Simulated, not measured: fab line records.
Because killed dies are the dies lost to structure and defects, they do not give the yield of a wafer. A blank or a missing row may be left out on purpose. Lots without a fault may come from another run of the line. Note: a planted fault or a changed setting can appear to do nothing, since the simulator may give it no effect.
Problem report in the 8D (eight disciplines) form, filled by code | flow sfqLine | the parts of the form that need people (team, actions taken, sign-off) are left out

== 1. WHAT IS WRONG ==
heaterPowerTotalW at SFQ_TRILAYER_I5_LITHO_PEB_147 reads a mean of 83.89 W on 2 wafers of 2 lots; wafers without a fault read 79.16 W with a standard deviation of 0.061. Measured from the usual mean, that is +78 standard deviations.
The step: peb time 60 s.
Seen first at day 72 08:19 on lithoTrack-02, wafer L813.3. At this step, 18 wafers from 6 lots have a number in the record. By rule, "out" or "out of limits" means more than 4 standard deviations away from the usual mean. The other wafers with a number count as sound.

== 2. WHAT IT IS, WHAT IT ISN'T ==
question                    | is                | is not
which readings at this step | heaterPowerTotalW | -
which lots                  | L813, L815        | L798, L807, L820, L821
which wafers of those lots  | L813.3, L815.3    | L813.5, L813.6, L815.5, L815.6
read on which tools         | lithoTrack-02     | lithoTrack-01, lithoTrack-04
when                        | from day 72 08:19 | up to then (8 sound wafers); but 8 sound wafers of L815, L820, L821 came after

== 3. SUSPECTS, AND WHAT RULES EACH OUT ==
Counting: if a tool at a process step up to the reading ran every lot that is out, it stays a suspect. Sound lots after the first of them don't rule it out here, since some wafers of a struck lot are sound.
- lithoTrack-02 at SFQ_TRILAYER_I5_LITHO_PEB_147 (peb time 60 s): kept. It processed each lot that is out (first: L813, day 72 08:19); up to then, its last sound lot is L807 (day 71 15:28). Its own heaterPowerTotalW readings are out on those wafers.
After counting, what remains is lithoTrack-02 at SFQ_TRILAYER_I5_LITHO_PEB_147.

== 4. THE CAUSE (what the simulator had put in) ==
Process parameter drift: lithoTrack-02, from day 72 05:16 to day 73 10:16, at SFQ_TRILAYER_I5_LITHO_PEB_147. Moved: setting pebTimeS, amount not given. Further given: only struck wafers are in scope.
This tool alone remained once counting was done.

== 5. THE CHAIN OF EFFECTS, in route order ==
One row per reading whose mean, taken over the struck wafers that have a number, lies over 3 standard deviations from the usual. Only readings for which the record gives a usual standard deviation are gone through. hours: the time from each lot's start at the first step in this table that gives one to its start at this step, as a median over the lots. sigmas: the change in usual standard deviations.
hours | step                          | reading           | usual   | on struck wafers | change | sigmas
0     | SFQ_TRILAYER_I5_LITHO_PEB_147 | heaterPowerTotalW | 79.16 W | 83.89            | +4.73  | +78
Here are the process steps it includes:
- SFQ_TRILAYER_I5_LITHO_PEB_147: peb time 60 s.
Later steps that measure or inspect, where all struck wafers having a row at the step show a number for every such reading and not one has moved that far: SFQ_I5_OVL_MEAS_936.

== 6. WHAT WOULD HAVE CAUGHT IT SOONER ==
The fault began at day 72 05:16; the first out-of-limits reading in this record came at day 72 08:19, 3 hours later.
